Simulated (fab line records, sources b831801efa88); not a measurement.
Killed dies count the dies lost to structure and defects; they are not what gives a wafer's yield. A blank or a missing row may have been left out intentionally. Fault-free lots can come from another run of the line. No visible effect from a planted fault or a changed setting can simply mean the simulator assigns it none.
Check of tool commonality ; flow gf180mcu ; 36 wafers sampled across 12 lots

WHY THIS WAS OPENED
2 of 12 lots carry a flag on the reading STI_OXIDATION_02_THK at GF_STI_THK_MEAS_30. Wafers without a fault read 9.99 nm, standard deviation 0.17.
Rule: a lot is flagged in two cases, either no wafer of it has a number, or all its wafers with numbers fall more than 4 standard deviations from that mean. The other lots count as sound.

lot;measured;on;STI_OXIDATION_02_THK (nm), wafer by wafer;flag
L290;day 2 07:19;film_metro-01;9.97 9.89 9.90;
L291;day 2 15:31;film_metro-02;10.22 9.96 10.09;
L292;day 2 21:59;film_metro-01;10.18 10.25 10.18;
L293;day 2 22:08;film_metro-04;10.20 10.01 10.15;
L295;day 3 12:20;film_metro-04;10.09 9.91 9.98;
L296;day 3 15:08;film_metro-04;9.77 9.79 10.06;
L297;day 3 19:55;film_metro-02;10.03 10.01 10.23;
L299;day 4 06:55;film_metro-02;9.96 10.07 10.02;
L300;day 4 10:47;film_metro-02;10.34 10.17 10.05;
L301;day 4 14:10;film_metro-04;10.15 9.99 10.11;
L302;day 4 22:12;film_metro-02;15.89 16.05 15.97;FLAGGED
L307;day 6 00:08;film_metro-04;15.80 15.95 15.91;FLAGGED
Average over the flagged lots: 15.93 nm; offset from the usual +5.94 nm, equal to +35 standard deviations.

TOOL THAT RAN EACH LOT
The record keeps 1 process step preceding the reading, out of 602 steps on the route. Each cell gives the tool, then ch followed by the chambers the sampled wafers passed through, then the start.
lot;flag;GF_STI_OXIDATION_29
L290;;furnace-02 ch 0, day 2 05:54
L291;;furnace-02 ch 0, day 2 14:07
L292;;furnace-01 ch 0, day 2 20:34
L293;;furnace-02 ch 0, day 2 20:44
L295;;furnace-02 ch 0, day 3 10:56
L296;;furnace-02 ch 0, day 3 13:43
L297;;furnace-02 ch 0, day 3 18:31
L299;;furnace-02 ch 0, day 4 05:29
L300;;furnace-01 ch 0, day 4 09:23
L301;;furnace-01 ch 0, day 4 12:46
L302;FLAGGED;furnace-01 ch 0, day 4 17:53
L307;FLAGGED;furnace-02 ch 0, day 5 20:31 and furnace-01 ch 0, day 5 22:41
These steps, and what they do:
- GF_STI_OXIDATION_29: stabilise 600 s, purge 300 s, target thk 10 nm.
- GF_STI_THK_MEAS_30

FLAGGED AGAINST TOTAL, ONE TOOL AT A TIME (gauges that did the reading follow at the end)
step;tool;lots run;flagged;share of the flagged lots;sound lots run after its first flagged lot
GF_STI_OXIDATION_29;furnace-01;5;2;all;0
GF_STI_OXIDATION_29;furnace-02;8;1;some;0
GF_STI_THK_MEAS_30;film_metro-01;2;0;none;-
GF_STI_THK_MEAS_30;film_metro-02;5;1;some;0
GF_STI_THK_MEAS_30;film_metro-04;5;1;some;0

WHAT THE TABLE PERMITS
1 row of the table ran every flagged lot: furnace-01 at GF_STI_OXIDATION_29.
- furnace-01 at GF_STI_OXIDATION_29: 2 of its 5 lots flagged. Last sound lot L301 at day 4 12:46, first flagged lot L302 at day 4 17:53; a fault beginning in between fits.
One tool is left: furnace-01 at GF_STI_OXIDATION_29.

WHAT THE SIMULATOR HAD INSERTED
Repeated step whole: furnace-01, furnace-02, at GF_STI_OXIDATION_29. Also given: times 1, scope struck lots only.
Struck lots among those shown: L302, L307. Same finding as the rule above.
